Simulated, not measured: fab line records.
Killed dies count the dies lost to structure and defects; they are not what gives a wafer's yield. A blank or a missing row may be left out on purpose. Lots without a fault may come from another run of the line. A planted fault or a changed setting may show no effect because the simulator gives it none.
fab line records    flow gf180mcu
record lots=11  wafers=33  lastDay=34
route steps=602 shown HV_LDD@187 PSD@257 M1@329 V1@338
lots untouched by any fault: they come from a run of this same line in which no faults occurred
startH: the number of hours between the record's first day and the start of the first shown wafer of the lot    waitH: hours from the lot's prior step to this one    " repeats the value in the row above    L1.1+2: several wafers, shown together as one row    - no value, or no start given    * or withheld: withheld    < > ~ a bound
route shown NAME@n: NAME is a module with steps in the file, n the number in the route of the first one    usual: mean and standard deviation over wafers with no fault    same: alike in all rows    chamber/n: place in a boat    sites: per-site readings    _std_site: standard deviation of those values    _edge_site: mean of outer sites minus mean of inner sites    radiusMm: how far each site lies from the wafer's centre    mask NAME#n: copy n    behind: the most recent tool/chamber to have shaped the wafer    hold: what put the lot on hold/how long, in hours/how the hold closed    device: the n, p or np transistor that did not switch    end of line: the same wafers' tests at the end of the route    a step given without rows: its recipe and nothing more    killed: the dies lost at the first sort to structure and to defects; this is not the yield of the wafer    map: dies across one wafer; x = killed, . = not, _ = none there
set.NAME: the run value of the setting; set.NAME@STEP: its run value at that earlier step    model.NAME: the simulator's own value behind a step, which no gauge read
the route's steps for a sample of lots (tables are steps, rows are wafers)
services: a tool's chamber out of use, with start hour (startH, from the record's first day; less than 0 if before it), hours out, and reason
## steps
# step GF_HV_LDD_TW_MEAS_11
# usual HV_LDD_TW=2399/20
lot.wafer  tool          chamber  startH  waitH  HV_LDD_TW
L288.3     filmMetro-04  -        218.62  0.1    2419
L288.5     "             -        "       "      2423
L288.6     "             -        "       "      2434
L294.1     filmMetro-02  -        259.91  0.1    2408
L294.5     "             -        "       "      2388
L294.6     "             -        "       "      2400
L295.1     filmMetro-01  -        264.30  0.1    2382
L295.4     "             -        "       "      2382
L295.6     "             -        "       "      2386
L296.4     filmMetro-01  -        276.94  0.1    2404
L296.5     "             -        "       "      2396
L296.6     "             -        "       "      2396
L298.1     filmMetro-02  -        290.86  0.1    2377
L298.3     "             -        "       "      2383
L298.6     "             -        "       "      2386
L299.1     filmMetro-01  -        297.25  0.1    2387
L299.4     "             -        "       "      2399
L299.6     "             -        "       "      2403
L300.3     filmMetro-04  -        309.93  0.1    2429
L300.5     "             -        "       "      2421
L300.6     "             -        "       "      2423
L302.1     filmMetro-02  -        321.95  0.1    2378
L302.2     "             -        "       "      2379
L302.3     "             -        "       "      2393
L303.1     filmMetro-04  -        327.10  0.1    2420
L303.2     "             -        "       "      2427
L303.5     "             -        "       "      2429
L304.2     filmMetro-04  -        333.51  0.1    2432
L304.3     "             -        "       "      2436
L304.5     "             -        "       "      2414
L310.2     filmMetro-04  -        378.56  0.1    2434
L310.3     "             -        "       "      2409
L310.6     "             -        "       "      2444
# step GF_PSD_IMPLANT_09
# recipe species=BF2  energyKev=40  doseCm2=1.5e+15  tiltDeg=7
# usual beamOnS=10.02/0.21  doseIonsCm2=1.4999e+15/1.5e+12  faradayCurrentUA=8235/170
lot.wafer  tool          chamber  startH  waitH  beamOnS  doseIonsCm2  faradayCurrentUA
L288.3     implanter-03  0        318.60  0.1    10.05    1.5014e+15   8189
L288.5     "             0        "       "      10.22    1.5019e+15   8085
L288.6     "             0        "       "      9.85     1.501e+15    8397
L294.1     implanter-04  0        366.90  0.0    10.28    1.4987e+15   7992
L294.5     "             0        "       "      10.22    1.5003e+15   8004
L294.6     "             0        "       "      10.26    1.5003e+15   8017
L295.1     implanter-04  0        371.93  0.0    10.12    1.5026e+15   8142
L295.4     "             0        "       "      9.98     1.4991e+15   8278
L295.6     "             0        "       "      9.97     1.4999e+15   8270
L296.4     implanter-01  0        385.16  0.1    9.86     1.5004e+15   8357
L296.5     "             0        "       "      9.93     1.4988e+15   8329
L296.6     "             0        "       "      10.16    1.5004e+15   8058
L298.1     implanter-04  0        401.70  0.0    9.95     1.4993e+15   8302
L298.3     "             0        "       "      10.11    1.4992e+15   8105
L298.6     "             0        "       "      9.61     1.4996e+15   8566
L299.1     implanter-01  0        409.40  0.0    10.14    1.5015e+15   8144
L299.4     "             0        "       "      9.80     1.501e+15    8404
L299.6     "             0        "       "      10.52    1.4992e+15   7865
L300.3     implanter-04  0        424.08  0.1    10.16    1.4998e+15   8129
L300.5     "             0        "       "      10.36    1.4979e+15   7966
L300.6     "             0        "       "      9.87     1.4977e+15   8318
L302.1     implanter-04  0        436.70  0.0    15.26    2.7366e+15   9863
L302.2     "             0        "       "      15.35    2.7359e+15   9792
L302.3     "             0        "       "      16.18    2.7356e+15   9305
L303.1     implanter-04  0        445.35  0.0    15.43    2.7377e+15   9757
L303.2     "             0        "       "      15.68    2.7354e+15   9586
L303.5     "             0        "       "      15.73    2.7351e+15   9538
L304.2     implanter-01  0        452.67  0.0    10.17    1.4986e+15   8176
L304.3     "             0        "       "      10.04    1.5012e+15   8196
L304.5     "             0        "       "      9.86     1.5018e+15   8332
L310.2     implanter-01  0        500.52  0.0    10.03    1.4988e+15   8223
L310.3     "             0        "       "      9.72     1.496e+15    8491
L310.6     "             0        "       "      9.88     1.4996e+15   8308
# step GF_PSD_STRIP_10
# recipe chemistry=O2/N2  powerW=1400  pressureMtorr=1500  platenTempC=250  o2FlowSccm=3000  n2FlowSccm=300  overashFraction=0.5
# usual chamberPressureMTorr=1500.0/1.3  drypumpMotorCurrentA=5.7/0.43  heaterPowerW=364/19  oesProductAu=0.593/0.0045  stripTimeToEndpointS=16.52/0.037
lot.wafer  tool            chamber  startH  waitH  chamberPressureMTorr  drypumpMotorCurrentA  heaterPowerW  oesProductAu  rfHoursCounterH  stripTimeToEndpointS
L288.3     plasmaAsher-01  0        318.73  0.1    1498.7                6.5                   375           0.595         -                16.54
L288.5     "               1        "       "      1500.0                5.7                   353           0.590         -                16.56
L288.6     "               0        "       "      1499.4                6.5                   370           0.592         -                16.56
L294.1     plasmaAsher-02  1        367.05  0.1    1500.0                5.6                   365           0.598         58               16.49
L294.5     "               0        "       "      1501.7                5.2                   387           0.597         -                16.48
L294.6     "               1        "       "      1499.6                5.6                   361           0.598         -                16.46
L295.1     plasmaAsher-02  1        372.08  0.1    1500.3                5.6                   367           0.597         58               16.48
L295.4     "               0        "       "      1498.6                5.2                   384           0.592         -                16.45
L295.6     "               0        "       "      1503.0                5.2                   385           0.592         -                16.45
L296.4     plasmaAsher-01  1        385.27  0.1    1500.2                5.7                   358           0.591         -                16.50
L296.5     "               1        "       "      1498.5                5.7                   351           0.597         -                16.49
L296.6     "               0        "       "      1501.2                6.5                   373           0.591         -                16.55
L298.1     plasmaAsher-02  1        401.85  0.1    1497.7                5.6                   360           0.587         61               16.47
L298.3     "               1        "       "      1499.6                5.6                   360           0.592         -                16.52
L298.6     "               1        "       "      1500.9                5.6                   362           0.586         -                16.54
L299.1     plasmaAsher-04  1        409.55  0.1    1502.1                5.9                   322           0.589         76               16.50
L299.4     "               0        "       "      1498.4                5.3                   326           0.586         -                16.51
L299.6     "               1        "       "      1501.8                5.8                   336           0.594         -                16.52
L300.3     plasmaAsher-02  0        424.22  0.1    1497.7                5.3                   385           0.594         -                16.55
L300.5     "               1        "       "      1499.9                5.6                   354           0.590         -                16.55
L300.6     "               0        "       "      1499.7                5.3                   389           0.596         -                16.53
L302.1     plasmaAsher-02  1        436.85  0.1    1502.8                5.6                   363           0.553         65               18.57
L302.2     "               0        "       "      1501.0                5.2                   385           0.545         65               18.56
L302.3     "               0        "       "      1499.7                5.3                   387           0.554         -                18.50
L303.1     plasmaAsher-02  1        445.50  0.1    1499.7                5.6                   372           0.552         66               18.57
L303.2     "               0        "       "      1497.7                5.3                   391           0.552         66               18.56
L303.5     "               1        "       "      1500.7                5.7                   359           0.552         -                18.55
L304.2     plasmaAsher-01  1        452.80  0.1    1500.7                5.7                   359           0.587         79               16.59
L304.3     "               1        "       "      1499.9                5.7                   360           0.590         -                16.55
L304.5     "               0        "       "      1498.0                6.5                   384           0.591         -                16.58
L310.2     plasmaAsher-04  1        500.65  0.1    1498.1                5.9                   360           0.593         7                16.55
L310.3     "               0        "       "      1500.0                5.3                   313           0.589         -                16.59
L310.6     "               0        "       "      1501.1                5.3                   310           0.598         -                16.58
# step GF_PSD_TW_MEAS_11
# usual PSD_TW=3156/30
lot.wafer  tool          chamber  startH  waitH  PSD_TW
L288.3     filmMetro-02  -        318.82  0.1    3139
L288.5     "             -        "       "      3143
L288.6     "             -        "       "      3143
L294.1     filmMetro-03  -        367.15  0.1    3214
L294.5     "             -        "       "      3221
L294.6     "             -        "       "      3213
L295.1     filmMetro-01  -        372.18  0.1    3149
L295.4     "             -        "       "      3160
L295.6     "             -        "       "      3136
L296.4     filmMetro-03  -        385.36  0.1    3193
L296.5     "             -        "       "      3203
L296.6     "             -        "       "      3202
L298.1     filmMetro-02  -        401.95  0.1    3129
L298.3     "             -        "       "      3143
L298.6     "             -        "       "      3129
L299.1     filmMetro-01  -        409.65  0.1    3121
L299.4     "             -        "       "      3134
L299.6     "             -        "       "      3117
L300.3     filmMetro-02  -        424.30  0.1    3165
L300.5     "             -        "       "      3141
L300.6     "             -        "       "      3166
L302.1     filmMetro-01  -        436.95  0.1    3491
L302.2     "             -        "       "      3471
L302.3     "             -        "       "      3464
L303.1     filmMetro-03  -        445.60  0.1    3558
L303.2     "             -        "       "      3556
L303.5     "             -        "       "      3567
L304.2     filmMetro-03  -        452.91  0.1    3202
L304.3     "             -        "       "      3213
L304.5     "             -        "       "      3205
L310.2     filmMetro-03  -        500.76  0.1    3180
L310.3     "             -        "       "      3199
L310.6     "             -        "       "      3205
# step GF_PSD_RS_MEAS_15
# recipe thkMeasGauge=four-point-probe
# usual PSD_RS=108.63/0.29
lot.wafer  tool          chamber  startH  waitH  PSD_RS[ohm/sq]
L288.3     filmMetro-03  -        319.15  0.1    107.98
L288.5     "             -        "       "      107.71
L288.6     "             -        "       "      107.80
L294.1     filmMetro-02  -        367.46  0.1    108.72
L294.5     "             -        "       "      108.62
L294.6     "             -        "       "      108.81
L295.1     filmMetro-01  -        372.50  0.1    108.44
L295.4     "             -        "       "      108.65
L295.6     "             -        "       "      108.63
L296.4     filmMetro-02  -        385.71  0.1    108.74
L296.5     "             -        "       "      108.92
L296.6     "             -        "       "      108.73
L298.1     filmMetro-01  -        402.26  0.1    108.50
L298.3     "             -        "       "      108.60
L298.6     "             -        "       "      108.62
L299.1     filmMetro-01  -        409.96  0.1    109.14
L299.4     "             -        "       "      109.18
L299.6     "             -        "       "      109.38
L300.3     filmMetro-03  -        424.64  0.1    108.73
L300.5     "             -        "       "      108.58
L300.6     "             -        "       "      108.87
L302.1     filmMetro-01  -        437.26  0.1    99.36
L302.2     "             -        "       "      99.16
L302.3     "             -        "       "      99.07
L303.1     filmMetro-03  -        445.91  0.1    98.83
L303.2     "             -        "       "      98.96
L303.5     "             -        "       "      98.81
L304.2     filmMetro-01  -        453.28  0.1    108.56
L304.3     "             -        "       "      108.60
L304.5     "             -        "       "      108.24
L310.2     filmMetro-02  -        501.08  0.1    108.46
L310.3     "             -        "       "      108.37
L310.6     "             -        "       "      108.39
# step GF_M1_CD_MEAS_14
# recipe targetCdNm=230
# usual cdNm=229.6/1.5
lot.wafer  tool      chamber  startH  waitH  cdNm
L288.3     cdSem-01  -        387.23  0.1    228.6
L288.5     "         -        "       "      227.8
L288.6     "         -        "       "      228.8
L294.1     cdSem-02  -        441.04  0.1    231.0
L294.5     "         -        "       "      232.4
L294.6     "         -        "       "      233.1
L295.1     cdSem-02  -        445.14  0.1    228.9
L295.4     "         -        "       "      228.6
L295.6     "         -        "       "      230.3
L296.4     cdSem-02  -        459.35  0.1    229.5
L296.5     "         -        "       "      230.7
L296.6     "         -        "       "      230.8
L298.1     cdSem-02  -        478.15  0.1    228.1
L298.3     "         -        "       "      230.0
L298.6     "         -        "       "      228.8
L299.1     cdSem-02  -        485.64  0.1    230.4
L299.4     "         -        "       "      230.5
L299.6     "         -        "       "      230.0
L300.3     cdSem-02  -        500.68  0.1    231.7
L300.5     "         -        "       "      230.7
L300.6     "         -        "       "      230.8
L302.1     cdSem-01  -        511.59  0.1    229.4
L302.2     "         -        "       "      229.7
L302.3     "         -        "       "      230.1
L303.1     cdSem-01  -        521.39  0.1    231.2
L303.2     "         -        "       "      230.5
L303.5     "         -        "       "      231.4
L304.2     cdSem-01  -        528.25  0.1    229.7
L304.3     "         -        "       "      227.5
L304.5     "         -        "       "      228.2
L310.2     cdSem-01  -        572.81  0.1    228.8
L310.3     "         -        "       "      228.1
L310.6     "         -        "       "      228.1
# step GF_V1_THK_MEAS_03
# recipe reads=SiO2_of_V1_CVD_02
# usual V1_CVD_02_THK=847/13
lot.wafer  tool          chamber  startH  waitH  V1_CVD_02_THK[nm]
L288.3     filmMetro-01  -        388.26  0.1    817
L288.5     "             -        "       "      862
L288.6     "             -        "       "      832
L294.1     filmMetro-04  -        442.09  0.0    837
L294.5     "             -        "       "      854
L294.6     "             -        "       "      860
L295.1     filmMetro-04  -        446.41  0.0    824
L295.4     "             -        "       "      847
L295.6     "             -        "       "      837
L296.4     filmMetro-04  -        460.34  0.0    837
L296.5     "             -        "       "      850
L296.6     "             -        "       "      851
L298.1     filmMetro-04  -        479.20  0.0    856
L298.3     "             -        "       "      853
L298.6     "             -        "       "      872
L299.1     filmMetro-01  -        486.66  0.0    837
L299.4     "             -        "       "      868
L299.6     "             -        "       "      871
L300.3     filmMetro-03  -        501.76  0.1    846
L300.5     "             -        "       "      865
L300.6     "             -        "       "      851
L302.1     filmMetro-04  -        512.69  0.0    821
L302.2     "             -        "       "      855
L302.3     "             -        "       "      854
L303.1     filmMetro-03  -        522.41  0.0    844
L303.2     "             -        "       "      862
L303.5     "             -        "       "      866
L304.2     filmMetro-01  -        529.26  0.0    843
L304.3     "             -        "       "      837
L304.5     "             -        "       "      837
L310.2     filmMetro-01  -        573.83  0.0    833
L310.3     "             -        "       "      834
L310.6     "             -        "       "      859
## services
tool            chamber  startH  hours  kind
implanter-03    -        296.43  0.9    repair
implanter-03    -        312.77  5.7    repair
plasmaAsher-01  -        318.02  0.4    repair
plasmaAsher-01  -        351.07  2.8    pm
implanter-03    -        367.75  8.0    repair
plasmaAsher-02  -        378.81  2.8    pm
plasmaAsher-01  -        394.80  28.1   pm
plasmaAsher-04  -        421.25  9.0    pm
plasmaAsher-04  0        421.25  9.0    ventCycle
plasmaAsher-04  1        421.25  9.0    ventCycle
plasmaAsher-04  0        430.25  -      clean
plasmaAsher-04  1        430.25  -      clean
implanter-04    -        438.53  4.7    repair
implanter-04    -        451.05  2.5    repair
implanter-03    -        455.56  4.9    pm
## key
firstSign step=GF_PSD_IMPLANT_09  reading=doseIonsCm2  direction=up  sigmas=99+  usual=1.4999e+15  struck=2.736e+15
effect step=GF_PSD_IMPLANT_09  reading=beamOnS  direction=up  sigmas=26  usual=10.02  struck=15.60
effect step=GF_PSD_STRIP_10  reading=stripTimeToEndpointS  direction=up  sigmas=55  usual=*  struck=*
effect step=GF_PSD_TW_MEAS_11  reading=PSD_TW  direction=up  sigmas=12  usual=3156  struck=3518
effect step=GF_PSD_RS_MEAS_15  reading=PSD_RS  direction=down  sigmas=34  usual=108.63  struck=99.03
metAt GF_PSD_IMPLANT_09
struckLots L302,L303
testerLeftOut L302,L303
notActingAt GF_HV_LDD_TW_MEAS_11,GF_M1_CD_MEAS_14,GF_V1_THK_MEAS_03
onsetBetween 424.08 436.70
fault kind=processParameterDrift  tool=implanter-04  chamber=-  onsetH=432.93  steps=GF_PSD_IMPLANT_09  channel=doseCm2  offset=1.2352e+15  shape=step  endH=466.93  actsIn=theseRecipesOnly  stated=1.5e+15
# testerLeftOut: of these lots the tester's yield and bins aren't shown, on N5 and GAA mostly nor the transistor test; their killed dies are dies lost to structure and defects alone, not to doping, threshold or leakage, so they don't give the yield
